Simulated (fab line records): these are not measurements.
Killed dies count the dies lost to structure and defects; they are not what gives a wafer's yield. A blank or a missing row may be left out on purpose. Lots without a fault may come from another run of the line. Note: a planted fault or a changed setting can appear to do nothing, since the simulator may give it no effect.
What tool caused it?	flow sky130	39 wafers from 13 lots sampled at 3 of the route's 708 steps

== WHAT EACH GAUGE READ, for each wafer ==
SKY_VIA4_THK_MEAS_20: measures by xrf.
lot	measured	on	VIA4_W_THK (nm)
L611	day 43 03:01	film_metro-04	490 488 487
L613	day 43 12:18	film_metro-03	487 491 490
L615	day 44 03:06	film_metro-02	493 497 490
L616	day 44 08:40	film_metro-02	498 490 493
L617	day 44 13:31	film_metro-04	494 499 496
L618	day 44 21:34	film_metro-02	487 484 494
L619	day 45 01:38	film_metro-04	480 482 477
L620	day 45 09:48	film_metro-04	498 491 491
L622	day 46 05:13	film_metro-02	492 489 494
L623	day 46 04:55	film_metro-03	477 486 480
L627	day 47 02:19	film_metro-03	488 483 481
L629	day 47 16:17	film_metro-03	496 488 492
L630	day 47 18:57	film_metro-03	489 492 485

== WHICH TOOL RAN EACH LOT (tool, then ch and the chambers of the sampled wafers, then the start) ==
lot	SKY_VT_ADJUST_HVTP_STRIP_10	SKY_VIA4_CVD_18
L611	plasma_asher-04 ch 0,1, day 6 08:35	cvd_w-02 ch 0,1, day 43 02:44
L613	plasma_asher-01 ch 0,1, day 6 17:11	cvd_w-02 ch 0,1, day 43 12:02
L615	plasma_asher-03 ch 0,1, day 7 08:17	cvd_w-01 ch 0,1, day 44 02:50
L616	plasma_asher-04 ch 0,1, day 7 12:26	cvd_w-01 ch 0, day 44 08:23
L617	plasma_asher-01 ch 0,1, day 7 16:55	cvd_w-01 ch 0,1, day 44 13:16
L618	plasma_asher-01 ch 0, day 7 20:46	cvd_w-01 ch 0,1, day 44 21:17
L619	plasma_asher-03 ch 0,1, day 8 01:50	cvd_w-02 ch 0,1, day 45 01:22
L620	plasma_asher-03 ch 0,1, day 8 10:22	cvd_w-01 ch 0, day 45 09:23
L622	plasma_asher-03 ch 0,1, day 8 23:38	cvd_w-01 ch 0,1, day 46 04:56
L623	plasma_asher-03 ch 0, day 9 05:35	cvd_w-01 ch 0,1, day 46 04:38
L627	plasma_asher-03 ch 0,1, day 10 06:32	cvd_w-01 ch 1, day 47 01:54
L629	plasma_asher-03 ch 0,1, day 10 21:23	cvd_w-02 ch 0,1, day 47 16:01
L630	plasma_asher-01 ch 0,1, day 10 23:55	cvd_w-02 ch 0,1, day 47 18:41
- SKY_VT_ADJUST_HVTP_STRIP_10: strips in O2/N2.
- SKY_VIA4_CVD_18: deposits W, target thk 505 nm, time 152.14 s.

== WHAT THE TOOLS THEMSELVES READ (means of the sampled wafers that have a number; where no wafer has one, the mark that the record gives instead) ==
SKY_VT_ADJUST_HVTP_STRIP_10.
lot	tool	drypump_motor_current_A (A)	oes_product_au (a.u.)	strip_time_to_endpoint_s (s)
L611	plasma_asher-04	5.2	0.714	14.16
L613	plasma_asher-01	5.3	0.717	14.13
L615	plasma_asher-03	5.9	0.712	14.13
L616	plasma_asher-04	5.2	0.712	14.17
L617	plasma_asher-01	5.2	0.712	14.15
L618	plasma_asher-01	4.8	0.713	14.18
L619	plasma_asher-03	5.9	0.718	14.16
L620	plasma_asher-03	5.9	0.717	14.15
L622	plasma_asher-03	6.0	0.714	14.16
L623	plasma_asher-03	6.0	0.716	14.21
L627	plasma_asher-03	5.9	0.720	14.16
L629	plasma_asher-03	5.9	0.714	14.15
L630	plasma_asher-01	5.2	0.718	14.18

SKY_VIA4_CVD_18.
lot	tool	heater_power_w (W)
L611	cvd_w-02	843
L613	cvd_w-02	870
L615	cvd_w-01	900
L616	cvd_w-01	836
L617	cvd_w-01	964
L618	cvd_w-01	952
L619	cvd_w-02	862
L620	cvd_w-01	834
L622	cvd_w-01	968
L623	cvd_w-01	904
L627	cvd_w-01	1023
L629	cvd_w-02	854
L630	cvd_w-02	869

== THE ANSWER, worked out from the rows above alone ==
Rule: the usual values come from the lots themselves. Put in order of their means at a reading, lots are off if they are a third of the lots or fewer, leave a main group of 4 or more, and stand apart from it by a gap of 3 or more times the standard deviation of the main group's means; of several such gaps the widest counts. Not used: any main group whose means are identical at the precision the tables above print for the reading. Also off: a lot with no number at a reading for which 4 or more lots have one. Where the step has rows for the other lots, those lots are counted as sound. Order of review: gauges by route order, followed by the tools' own readings, for which a lot's mean as printed above is used. At the first step where some lot is off, the reading lying furthest off is the one used; lots without a number count as furthest.
Across all readings shown, no lot is off: no conclusion can be drawn from this.

== WHAT THE SIMULATOR PUT IN ==
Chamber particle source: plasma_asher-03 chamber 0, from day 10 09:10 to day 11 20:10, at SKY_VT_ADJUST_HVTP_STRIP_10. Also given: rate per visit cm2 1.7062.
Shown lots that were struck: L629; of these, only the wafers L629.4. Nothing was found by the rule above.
